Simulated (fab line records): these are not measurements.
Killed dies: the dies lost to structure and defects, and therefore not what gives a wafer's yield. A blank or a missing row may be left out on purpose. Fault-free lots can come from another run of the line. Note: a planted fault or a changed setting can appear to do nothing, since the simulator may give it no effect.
Matching of chambers    flow gf180mcu    GF_V1_CMP_04 on cmp-01: 4 sister chambers
The step polishes SiO2. 4 wafers are shown with their chamber, then 6 later ones without.

== WAFERS, EACH WITH ITS CHAMBER ==
wafer   chamber  motorCurrentA (A)
L829.5  3        10.3
L834.3  2        11.8
L836.1  0        12.5
L836.2  1        13.6

== WAFERS WITHOUT THEIR CHAMBER ==
wafer   motorCurrentA (A)
L836.4  11.3
L840.1  10.1
L840.6  10.7
L841.1  10.3
L841.2  13.4
L841.4  11.6

== CHAMBER TAKEN BY EACH ==
wafer    from the rows above       in truth
L836.4   can't be placed: 2 or 3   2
L840.1   3                         3
L840.6   3                         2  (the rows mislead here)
L841.1   3                         3
L841.2   1                         1
L841.4   2                         2
Placed correctly: 4 of 6. Can't be placed from these rows: 1 (the true chamber is among the candidates in 1). Number placed wrongly: 1.
How it was worked out, from the rows above alone: a wafer's distance from a chamber is the root of the sum, over the readings, of the square of ((its reading less the chamber's mean) divided by the reading's scatter). The wafer belongs to the nearest chamber; if the next one is less than 2 further off, it can't be placed. The mean given for a chamber averages the wafers shown for that chamber. The scatter: root of mean squared gap, hidden wafer to nearest shown wafer, with one shown wafer a chamber.
